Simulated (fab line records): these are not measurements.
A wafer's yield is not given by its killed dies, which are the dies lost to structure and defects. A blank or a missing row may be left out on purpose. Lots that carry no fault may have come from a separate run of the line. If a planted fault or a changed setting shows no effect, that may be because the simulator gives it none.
One fault through the eyes of 2 desks    flow sky130    each desk holds nothing but its own numbers, with what lay behind them at the end

DESK OF THE TOOL OWNER: cvd_w-01
The tool's own readings at SKY_CONTACT_CVD_24 (deposits W, target thk 340 nm, time 102.12 s): means of the sampled wafers that have a number, for each lot that ran on this tool. Marked OUT: a lot whose mean sits more than 4 standard deviations from the usual mean, which makes it out of limits; the brackets give that distance.
Columns: A = heater_power_w at SKY_CONTACT_CVD_24, usual 887 W
lot   first seen here  A
L199  day 32 00:13     847
L201  day 32 16:12     850
L202  day 33 05:22     837
L203  day 33 06:36     832
L207  day 34 11:29     852
L216  day 37 12:06     868
L218  day 38 02:47     838
This desk's verdict: no lot among the 7 shows anything out of limits.

FROM THE METROLOGY DESK
What the gauges read, lot by lot, whatever tool the lot ran on: means of the sampled wafers that have a number. Marked OUT: a lot whose mean sits more than 4 standard deviations from the usual mean, which makes it out of limits; the brackets give that distance.
Columns: A = SD_N_OVL at SKY_SD_N_OVL_MEAS_08, usual -0.4 nm; B = LI_CONTACT_HDPCVD_THK at SKY_LI_CONTACT_THK_MEAS_01, usual 928 nm; C = CONTACT_W_RS at SKY_CONTACT_RS_MEAS_25, usual 0.337 ohm/sq; D = CONTACT_W_THK at SKY_CONTACT_THK_MEAS_26, usual 338 nm
lot   first seen here  A     B    C                 D
L199  day 28 06:35     -1.0  928  0.335             335
L201  day 29 01:03     0.6   940  0.338             332
L202  day 29 13:26     2.1   920  0.336             344
L203  day 29 14:26     -0.3  934  0.340             330
L206  day 30 10:20     1.0   927  0.342             334
L207  day 30 21:50     0.6   932  0.338             336
L216  day 33 23:08     -0.1  933  0.363 (+7.5) OUT  310 (-6.1) OUT
L218  day 34 14:49     -1.7  932  0.349             322
L221  day 35 11:41     -1.3  916  0.339             336
L219  day 35 15:08     -0.1  910  0.329             346
L220  day 35 15:26     -2.3  938  0.339             337
This desk finds L216 out of limits, with the earliest case on L216 at day 37 12:13 (CONTACT_W_RS at SKY_CONTACT_RS_MEAS_25). L199, L201, L202, L203, L206, L207, L218, L221, L219, L220: within limits.

TAKEN TOGETHER
An alarm was possible from the metrology desk at day 37 12:13, on L216.
Nothing out of limits was seen by the tool owner's desk.
Tool owner's desk: L216 on record, inside its limits.
The lots listed all ran SKY_CONTACT_CVD_24 on cvd_w-01.

WHAT THE SIMULATOR HAD PUT IN
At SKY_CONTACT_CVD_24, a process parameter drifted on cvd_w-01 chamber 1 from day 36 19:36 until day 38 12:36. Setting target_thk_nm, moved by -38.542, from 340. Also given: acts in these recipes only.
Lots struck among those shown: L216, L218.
Hours from the fault's start to each desk's first reading out of limits: the metrology desk, 17.
